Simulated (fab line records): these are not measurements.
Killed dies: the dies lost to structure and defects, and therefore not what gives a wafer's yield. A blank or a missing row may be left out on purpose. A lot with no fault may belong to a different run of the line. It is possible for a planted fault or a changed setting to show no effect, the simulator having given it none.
fab line records -- flow sky130
record lots=7, wafers=21, lastDay=50
route steps=708 shown VT_ADJUST_LVTN@98
lots with no fault: from the same line, run without faults
startH: start of the lot's first displayed wafer, in hours after the record's first day -- waitH: hours from the lot's prior step to this one -- " the same as in the row above -- L1.1+2: one row covering several wafers at once -- - no value present, or no start provided -- * or withheld: withheld -- < > ~ a bound
route shown NAME@n: NAME is a module with steps in the file, n the number in the route of the first one -- usual: mean and standard deviation over wafers with no fault -- same: alike in all rows -- chamber/n: place in a boat -- sites: per-site readings -- _std_site: standard deviation of those values -- _edge_site: inner sites' mean taken away from outer sites' mean -- radiusMm: how far each site lies from the wafer's centre -- mask NAME#n: copy n -- behind: tool/chamber where the wafer was last shaped -- hold: cause of the lot's hold/its duration in hours/its outcome -- device: which transistor (n, p or np) failed to switch -- end of line: the route-end tests of the same wafers -- a step with no rows: only its recipe -- killed: dies lost to structure and defects at the first sort, not the wafer's yield -- map: a wafer's dies, marking killed ones x, the rest . and places with no die _
set.NAME: setting as actually run; set.NAME@STEP: the setting as run at that earlier step -- model.NAME: the simulator's own value behind a step, which no gauge read
lots at some steps of the route; a table a step, a row a wafer
services: a tool's chamber out of use, with start hour (startH, from the record's first day; less than 0 if before it), hours out, and reason
## steps
# step SKY_VT_ADJUST_LVTN_HMDS_01
# recipe primeTimeS=60, primeTempC=120
# step SKY_VT_ADJUST_LVTN_COAT_02
# recipe spinRpm=2000, resistThkNm=3000
# step SKY_VT_ADJUST_LVTN_SOFTBAKE_03
# recipe tempC=110, timeS=withheld
# step SKY_VT_ADJUST_LVTN_EXPOSE_04
# recipe maskId=NWM_COMPLEMENT_LESS_NATIVE, na=0.6, sourceShape=conventional, sigmaOuter=0.6, polarization=unpolarized, targetCdNm=840, doseMj=194
# step SKY_VT_ADJUST_LVTN_PEB_05
# recipe tempC=115, timeS=withheld
# step SKY_VT_ADJUST_LVTN_DEVELOP_06
# recipe wallAngleDeg=90, developer=TMAH, developTimeS=60, devTempC=23
# step SKY_VT_ADJUST_LVTN_OVL_MEAS_07
# usual VT_ADJUST_LVTN_OVL=-0.7/1.2
lot.wafer,tool,chamber,startH,waitH,VT_ADJUST_LVTN_OVL[nm]
L906.2,overlay-02,-,156.61,-,-1.6
L906.5,overlay-02,-,156.61,-,-0.9
L906.6,overlay-02,-,156.61,-,-1.8
L911.2,overlay-01,-,190.68,-,-0.4
L911.4,overlay-01,-,190.68,-,-0.7
L911.5,overlay-01,-,190.68,-,1.3
L916.3,overlay-01,-,218.18,-,-1.0
L916.4,overlay-01,-,218.18,-,0.9
L916.5,overlay-01,-,218.18,-,2.6
L923.2,overlay-01,-,262.62,-,-0.2
L923.5,overlay-01,-,262.62,-,-0.7
L923.6,overlay-01,-,262.62,-,-0.2
L924.1,overlay-02,-,270.52,-,-0.1
L924.2,overlay-02,-,270.52,-,0.2
L924.4,overlay-02,-,270.52,-,-1.6
L925.2,overlay-01,-,278.48,-,0.7
L925.3,overlay-01,-,278.48,-,-0.8
L925.5,overlay-01,-,278.48,-,-1.8
L927.1,overlay-01,-,294.62,-,-2.2
L927.5,overlay-01,-,294.62,-,-0.2
L927.6,overlay-01,-,294.62,-,-0.2
# step SKY_VT_ADJUST_LVTN_IMPLANT_08
# recipe species=B, energyKev=30, doseCm2=1.57e+12, tiltDeg=withheld
# step SKY_VT_ADJUST_LVTN_STRIP_09
# recipe chemistry=O2/N2, powerW=1400, pressureMtorr=1500, platenTempC=withheld, o2FlowSccm=3000, n2FlowSccm=300, overashFraction=0.5
# usual drypumpMotorCurrentA=5.6/0.46, oesProductAu=0.722/0.0045, stripTimeToEndpointS=36.89/0.098
lot.wafer,tool,chamber,startH,waitH,drypumpMotorCurrentA,oesProductAu,rfHoursCounterH,stripTimeToEndpointS
L906.2,plasmaAsher-03,1,156.79,0.1,5.9,0.725,48,36.75
L906.5,plasmaAsher-03,0,156.79,0.1,6.0,0.723,-,36.79
L906.6,plasmaAsher-03,1,156.79,0.1,5.9,0.725,-,36.88
L911.2,plasmaAsher-03,1,190.86,0.1,5.9,0.717,51,36.82
L911.4,plasmaAsher-03,0,190.86,0.1,6.0,0.731,-,36.88
L911.5,plasmaAsher-03,1,190.86,0.1,5.9,0.718,-,36.85
L916.3,plasmaAsher-03,0,218.39,0.1,6.0,0.727,-,37.02
L916.4,plasmaAsher-03,1,218.39,0.1,5.9,0.725,-,37.03
L916.5,plasmaAsher-03,0,218.39,0.1,6.0,0.721,-,36.96
L923.2,plasmaAsher-02,1,262.80,0.1,5.5,0.719,54,36.97
L923.5,plasmaAsher-02,0,262.80,0.1,5.0,0.728,-,36.95
L923.6,plasmaAsher-02,1,262.80,0.1,5.5,0.721,-,36.93
L924.1,plasmaAsher-03,0,270.70,0.1,6.0,0.716,60,36.95
L924.2,plasmaAsher-03,1,270.70,0.1,5.9,0.724,60,36.85
L924.4,plasmaAsher-03,1,270.70,0.1,5.9,0.723,-,36.88
L925.2,plasmaAsher-02,1,278.81,0.2,5.6,0.720,56,36.88
L925.3,plasmaAsher-02,0,278.81,0.2,4.9,0.723,-,36.74
L925.5,plasmaAsher-02,1,278.81,0.2,5.6,0.721,-,36.84
L927.1,plasmaAsher-02,1,294.81,0.1,5.6,0.726,57,36.95
L927.5,plasmaAsher-02,1,294.81,0.1,5.5,0.725,-,36.85
L927.6,plasmaAsher-02,0,294.81,0.1,4.9,0.721,-,36.83
# step SKY_VT_ADJUST_LVTN_TW_MEAS_10
# usual VT_ADJUST_LVTN_TW=241.9/2
lot.wafer,tool,chamber,startH,waitH,VT_ADJUST_LVTN_TW
L906.2,filmMetro-03,-,156.90,0.1,242.3
L906.5,filmMetro-03,-,156.90,0.1,240.1
L906.6,filmMetro-03,-,156.90,0.1,240.3
L911.2,filmMetro-04,-,190.97,0.1,242.9
L911.4,filmMetro-04,-,190.97,0.1,244.0
L911.5,filmMetro-04,-,190.97,0.1,243.8
L916.3,filmMetro-01,-,218.47,0.1,241.8
L916.4,filmMetro-01,-,218.47,0.1,241.8
L916.5,filmMetro-01,-,218.47,0.1,241.5
L923.2,filmMetro-01,-,262.91,0.1,240.6
L923.5,filmMetro-01,-,262.91,0.1,240.4
L923.6,filmMetro-01,-,262.91,0.1,242.1
L924.1,filmMetro-04,-,270.80,0.1,244.3
L924.2,filmMetro-04,-,270.80,0.1,246.3
L924.4,filmMetro-04,-,270.80,0.1,244.9
L925.2,filmMetro-03,-,278.92,0.1,239.5
L925.3,filmMetro-03,-,278.92,0.1,239.3
L925.5,filmMetro-03,-,278.92,0.1,237.8
L927.1,filmMetro-03,-,294.91,0.1,241.6
L927.5,filmMetro-03,-,294.91,0.1,240.8
L927.6,filmMetro-03,-,294.91,0.1,241.2
# step SKY_VT_ADJUST_LVTN_DEHYDRATE_11
# recipe tempC=200, timeS=60
# step SKY_VT_ADJUST_LVTN_HMDS_12
# recipe primeTimeS=60, primeTempC=120
# step SKY_VT_ADJUST_LVTN_COAT_13
# recipe resist=NOVOLAK, spinRpm=3000, resistThkNm=1140
# usual spinSpeedRpm=3000.1/2.1
lot.wafer,tool,chamber,startH,waitH,spinSpeedRpm,model.NOVOLAK_of_VT_ADJUST_LVTN_COAT_13.thkNm
L906.2,lithoTrack-04,0,166.05,0.1,3002.2,1137
L906.5,lithoTrack-04,0,166.05,0.1,2998.5,1139
L906.6,lithoTrack-04,0,166.05,0.1,3000.3,1139
L911.2,lithoTrack-01,0,201.89,0.1,3002.7,1135
L911.4,lithoTrack-01,0,201.89,0.1,3000.9,1139
L911.5,lithoTrack-01,0,201.89,0.1,3000.2,1129
L916.3,lithoTrack-01,0,229.47,0.1,2999.7,1145
L916.4,lithoTrack-01,0,229.47,0.1,2998.7,1142
L916.5,lithoTrack-01,0,229.47,0.1,3000.9,1142
L923.2,lithoTrack-04,0,275.30,0.1,3163.1,1108
L923.5,lithoTrack-04,0,275.30,0.1,3163.3,1109
L923.6,lithoTrack-04,0,275.30,0.1,3164.6,1109
L924.1,lithoTrack-04,0,283.32,0.1,3166.1,1105
L924.2,lithoTrack-04,0,283.32,0.1,3164.1,1108
L924.4,lithoTrack-04,0,283.32,0.1,3164.0,1107
L925.2,lithoTrack-04,0,290.55,0.1,3161.0,1114
L925.3,lithoTrack-04,0,290.55,0.1,3160.2,1115
L925.5,lithoTrack-04,0,290.55,0.1,3161.5,1112
L927.1,lithoTrack-03,0,307.90,0.1,2999.6,1143
L927.5,lithoTrack-03,0,307.90,0.1,2998.3,1143
L927.6,lithoTrack-03,0,307.90,0.1,3000.2,1140
# step SKY_VT_ADJUST_LVTN_SOFTBAKE_14
# recipe tempC=90, timeS=60, resist=NOVOLAK
# step SKY_VT_ADJUST_LVTN_EXPOSE_15
# recipe maskId=HVN_STD_DERIVED, na=0.6, sourceShape=conventional, sigmaOuter=0.6, polarization=unpolarized, targetCdNm=600, doseMj=163
# step SKY_VT_ADJUST_LVTN_PEB_16
# recipe tempC=withheld, timeS=*, resist=NOVOLAK
# step SKY_VT_ADJUST_LVTN_DEVELOP_17
# recipe resist=NOVOLAK, developer=TMAH, developTimeS=60, devTempC=23
lot.wafer,tool,chamber,startH,waitH,model.NOVOLAK_of_VT_ADJUST_LVTN_COAT_13.thkNm
L906.2,lithoTrack-04,0,176.85,0.1,1137
L906.5,lithoTrack-04,0,176.85,0.1,1139
L906.6,lithoTrack-04,0,176.85,0.1,1138
L911.2,lithoTrack-01,0,212.49,0.1,1134
L911.4,lithoTrack-01,0,212.49,0.1,1139
L911.5,lithoTrack-01,0,212.49,0.1,1129
L916.3,lithoTrack-01,0,240.42,0.1,1144
L916.4+5,lithoTrack-01,0,240.42,0.1,1141
L923.2+5+6,lithoTrack-01,0,287.54,0.1,1108
L924.1,lithoTrack-04,0,295.82,0.1,1104
L924.2,lithoTrack-04,0,295.82,0.1,1107
L924.4,lithoTrack-04,0,295.82,0.1,1106
L925.2,lithoTrack-04,0,304.45,0.1,1113
L925.3,lithoTrack-04,0,304.45,0.1,1114
L925.5,lithoTrack-04,0,304.45,0.1,1112
L927.1,lithoTrack-01,0,321.12,0.1,1142
L927.5,lithoTrack-01,0,321.12,0.1,1143
L927.6,lithoTrack-01,0,321.12,0.1,1140
# step SKY_VT_ADJUST_LVTN_OVL_MEAS_18
# usual VT_ADJUST_LVTN_01_OVL=-1.0/1.2
lot.wafer,tool,chamber,startH,waitH,VT_ADJUST_LVTN_01_OVL[nm]
L906.2,overlay-01,-,176.98,0.1,0.1
L906.5,overlay-01,-,176.98,0.1,-0.9
L906.6,overlay-01,-,176.98,0.1,-0.2
L911.2,overlay-01,-,212.62,0.1,-0.2
L911.4,overlay-01,-,212.62,0.1,-0.7
L911.5,overlay-01,-,212.62,0.1,-1.5
L916.3,overlay-01,-,240.53,0.1,-0.2
L916.4,overlay-01,-,240.53,0.1,-1.2
L916.5,overlay-01,-,240.53,0.1,0.9
L923.2,overlay-02,-,287.67,0.1,-0.1
L923.5,overlay-02,-,287.67,0.1,-1.0
L923.6,overlay-02,-,287.67,0.1,0.8
L924.1,overlay-01,-,295.97,0.1,-1.8
L924.2,overlay-01,-,295.97,0.1,-0.3
L924.4,overlay-01,-,295.97,0.1,-3.2
L925.2,overlay-01,-,304.58,0.1,-1.2
L925.3,overlay-01,-,304.58,0.1,-1.4
L925.5,overlay-01,-,304.58,0.1,-1.7
L927.1,overlay-02,-,321.27,0.1,-0.2
L927.5,overlay-02,-,321.27,0.1,-0.3
L927.6,overlay-02,-,321.27,0.1,1.1
# step SKY_VT_ADJUST_LVTN_IMPLANT_19
# recipe species=B, energyKev=29.77, doseCm2=6.5e+11, tiltDeg=withheld
# step SKY_VT_ADJUST_LVTN_STRIP_20
# recipe chemistry=O2/N2, powerW=1400, pressureMtorr=1500, platenTempC=withheld, o2FlowSccm=3000, n2FlowSccm=300, overashFraction=0.5
# usual drypumpMotorCurrentA=5.6/0.5, oesProductAu=0.715/0.0042, stripTimeToEndpointS=14.16/0.039
lot.wafer,tool,chamber,startH,waitH,drypumpMotorCurrentA,oesProductAu,rfHoursCounterH,stripTimeToEndpointS
L906.2,plasmaAsher-03,1,177.16,0.1,5.9,0.713,50,14.14
L906.5,plasmaAsher-03,1,177.16,0.1,5.9,0.714,-,14.16
L906.6,plasmaAsher-03,0,177.16,0.1,6.0,0.719,-,14.17
L911.2,plasmaAsher-01,1,212.80,0.1,6.1,0.710,39,14.12
L911.4,plasmaAsher-01,1,212.80,0.1,6.1,0.723,-,14.18
L911.5,plasmaAsher-01,0,212.80,0.1,4.8,0.718,-,14.05
L916.3,plasmaAsher-01,0,240.74,0.1,4.9,0.713,-,14.22
L916.4,plasmaAsher-01,1,240.74,0.1,6.1,0.713,-,14.20
L916.5,plasmaAsher-01,1,240.74,0.1,6.1,0.717,-,14.20
L923.2,plasmaAsher-01,0,287.85,0.1,4.9,0.715,47,13.80
L923.5,plasmaAsher-01,1,287.85,0.1,6.1,0.715,-,13.81
L923.6,plasmaAsher-01,0,287.85,0.1,4.9,0.722,-,13.80
L924.1,plasmaAsher-02,1,296.16,0.1,5.5,0.716,58,13.75
L924.2,plasmaAsher-02,0,296.16,0.1,4.9,0.717,58,13.80
L924.4,plasmaAsher-02,0,296.16,0.1,4.9,0.707,-,13.77
L925.2,plasmaAsher-03,0,304.76,0.1,6.0,0.717,63,13.88
L925.3,plasmaAsher-03,1,304.76,0.1,5.9,0.715,-,13.88
L925.5,plasmaAsher-03,0,304.76,0.1,6.0,0.711,-,13.84
L927.1,plasmaAsher-02,0,321.45,0.1,4.9,0.712,60,14.21
L927.5,plasmaAsher-02,0,321.45,0.1,4.9,0.714,-,14.21
L927.6,plasmaAsher-02,1,321.45,0.1,5.5,0.717,-,14.16
# step SKY_VT_ADJUST_LVTN_TW_MEAS_21
# usual VT_ADJUST_LVTN_2_TW=188.2/1.5
lot.wafer,tool,chamber,startH,waitH,VT_ADJUST_LVTN_2_TW
L906.2,filmMetro-01,-,177.27,0.1,186.5
L906.5,filmMetro-01,-,177.27,0.1,186.9
L906.6,filmMetro-01,-,177.27,0.1,187.4
L911.2,filmMetro-03,-,212.91,0.1,187.2
L911.4,filmMetro-03,-,212.91,0.1,188.5
L911.5,filmMetro-03,-,212.91,0.1,187.1
L916.3,filmMetro-01,-,240.82,0.1,187.9
L916.4,filmMetro-01,-,240.82,0.1,188.0
L916.5,filmMetro-01,-,240.82,0.1,188.4
L923.2,filmMetro-03,-,287.96,0.1,186.7
L923.5,filmMetro-03,-,287.96,0.1,189.5
L923.6,filmMetro-03,-,287.96,0.1,188.1
L924.1,filmMetro-04,-,296.26,0.1,189.5
L924.2,filmMetro-04,-,296.26,0.1,190.0
L924.4,filmMetro-04,-,296.26,0.1,189.2
L925.2,filmMetro-01,-,304.87,0.1,188.0
L925.3,filmMetro-01,-,304.87,0.1,187.9
L925.5,filmMetro-01,-,304.87,0.1,188.4
L927.1,filmMetro-04,-,321.55,0.1,189.4
L927.5,filmMetro-04,-,321.55,0.1,191.5
L927.6,filmMetro-04,-,321.55,0.1,189.7
## services
tool,chamber,startH,hours,kind
lithoTrack-03,-,184.73,-,consumableReplace:filter
plasmaAsher-02,-,215.61,13.1,repair
## key
firstSign step=SKY_VT_ADJUST_LVTN_COAT_13, reading=spinSpeedRpm, direction=up, sigmas=77, usual=3000.1, struck=3163.1
effect step=SKY_VT_ADJUST_LVTN_STRIP_20, reading=stripTimeToEndpointS, direction=down, sigmas=8.9, usual=*, struck=*
modelEffect step=SKY_VT_ADJUST_LVTN_COAT_13, value=NOVOLAK_of_VT_ADJUST_LVTN_COAT_13.thkNm, without=1139, struck=1109
modelEffect step=SKY_VT_ADJUST_LVTN_DEVELOP_17, value=NOVOLAK_of_VT_ADJUST_LVTN_COAT_13.thkNm, without=1139, struck=1109
metAt SKY_VT_ADJUST_LVTN_COAT_13
struckWafers L923.2,L923.5,L923.6,L924.1,L924.2,L924.4,L925.2,L925.3,L925.5
sortLeftOut L923.2,L923.5,L923.6
testerLeftOut L923,L924,L925
onsetBetween 166.05 275.30
fault kind=processParameterDrift, tool=lithoTrack-04, chamber=-, onsetH=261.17, steps=SKY_VT_ADJUST_LVTN_COAT_13, channel=spinRpm, offset=163.36, shape=step, endH=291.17, actsIn=theseRecipesOnly, stated=3000
# testerLeftOut: of these lots the tester's yield and bins aren't shown, on N5 and GAA mostly nor the transistor test; their killed dies are dies lost to structure and defects alone, not to doping, threshold or leakage, so they don't give the yield
# sortLeftOut: the simulated sort isn't trusted on such a fault, so these wafers' sort isn't shown, and their yield isn't known
